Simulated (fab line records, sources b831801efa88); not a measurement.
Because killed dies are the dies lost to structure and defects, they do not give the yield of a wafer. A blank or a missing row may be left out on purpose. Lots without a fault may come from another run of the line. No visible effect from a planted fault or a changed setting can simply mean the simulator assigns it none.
A struck lot beside a sound one    flow sky130    15 out of 708 route steps
Sound: these wafers, L958.2, L958.3, L958.6. Wafers struck: L966.1, L966.2, L966.5. The cause is named last.
Order at every step that has rows: each side's tool, ch and its chambers, its first start. Under that, the readings that differ: sound wafers    struck wafers    difference of the means    sigmas: that difference in standard deviations of wafers without a fault.
alike: a reading whose means differ by less than 2 such deviations, as well as words and numbers matching on both sides. not compared: withheld readings; readings where some wafer has no value; bounds like >300 that might hide an equal value; numbers whose values overlap and for which the record gives no deviation.
A row with sigmas, a row that says differs or no value, or rows on one side alone: a step with any of these is where the two part. Numbers that don't overlap but have no deviation are shown without sigmas and don't part them. A reading missing from all wafers of one side parts the sides only when that side holds two or more wafers.

first, 6 steps without rows for these wafers: SKY_CONTACT_COAT_08 (resist thk 60 nm); SKY_CONTACT_COAT_09 (resist thk 450 nm); SKY_CONTACT_SOFTBAKE_10 (time 90 s); SKY_CONTACT_EXPOSE_11 (exposes mask CTM1, target cd 170 nm); SKY_CONTACT_PEB_12; SKY_CONTACT_DEVELOP_13 (develop time 60 s).
SKY_CONTACT_CD_MEAS_14: target cd 170 nm.
  sound on cd_sem-02, day 34 18:05; struck on cd_sem-01, day 36 18:07
  alike: cd_nm
SKY_CONTACT_OVL_MEAS_15:
  sound on overlay-02, day 34 18:11; struck on overlay-02, day 36 18:14
  alike: CONTACT_OVL
SKY_CONTACT_ETCH_16: etches BARC in N2/H2, stops on SiO2, time 45.9 s, target depth 60 nm.
  sound on rie_diel-04 ch 1,2,3, day 34 18:13; struck on rie_diel-04 ch 1,3, day 36 18:16
  alike: drypump_motor_current_A, oes_product_au, throttle_valve_pct
  not compared: rf_hours_counter_h
SKY_CONTACT_ETCH_17: etches SiO2 in C4F8/O2/Ar, stops on Si3N4, target depth 340 nm.
  sound on rie_diel-04 ch 1,2,3, day 34 18:16; struck on rie_diel-04 ch 1,3, day 36 18:19
  alike: oes_product_au
SKY_CONTACT_ETCH_18: etches Si3N4 in CHF3/O2, stops on TiN, time 39 s, target depth 75 nm.
  sound: rie_diel-04 ch 1,2,3; struck: rie_diel-04 ch 1,3
reading                 sound              struck             difference  sigmas
throttle_valve_pct (%)  8.801 8.792 8.815  8.778 8.785 8.783  -0.021      -2
  alike: O2_flow_sccm, drypump_motor_current_A, oes_product_au
  not compared: rf_hours_counter_h
SKY_CONTACT_STRIP_19: strips in O2/N2.
  sound on plasma_asher-04 ch 0,1, day 34 18:21; struck on plasma_asher-03 ch 0,1, day 36 18:24
reading                      sound           struck          difference  sigmas
drypump_motor_current_A (A)  5.85 5.90 5.90  5.32 5.26 5.24  -0.61       -3
  alike: oes_product_au, strip_time_to_endpoint_s
  not compared: rf_hours_counter_h
SKY_CONTACT_STRIP_20: strips in post etch residue remover, time 1200 s.
  sound on wet_bench-02 ch 2, day 34 18:27; struck on wet_bench-02 ch 1, day 36 18:30
reading                sound              struck             difference  sigmas
bath_guard_temp_C (C)  72.0 72.0 72.1     77.3 77.0 77.3     +5.2        +8
temp_c (C)             72.66 72.57 72.49  76.03 75.91 75.97  +3.40       +31
then, 1 step without rows for these wafers: SKY_CONTACT_CLEAN_21 (cleans in IPA, time 180 s).
-- the record jumps here: 13 days lie between the struck wafers' starts before and after (it left off in module CONTACT and takes up again in module PAD_OPEN, whose first step shown is number 708 of the route) --
SKY_PAD_OPEN_PROBE_99:
  sound on prober-01, day 48 14:31; struck on prober-01, day 50 02:32
  alike: killed_at_M0_to_M3, killed_at_M4_up, killed_at_contacts, killed_at_front_end, killed_at_other, killed_dies, killed_open, killed_short

## WHERE THEY PART
First at SKY_CONTACT_ETCH_18; last, within this record, at SKY_CONTACT_STRIP_20. Later steps at which nothing parts them and some readings are alike: SKY_PAD_OPEN_PROBE_99.

WHY: the cause the simulator had injected
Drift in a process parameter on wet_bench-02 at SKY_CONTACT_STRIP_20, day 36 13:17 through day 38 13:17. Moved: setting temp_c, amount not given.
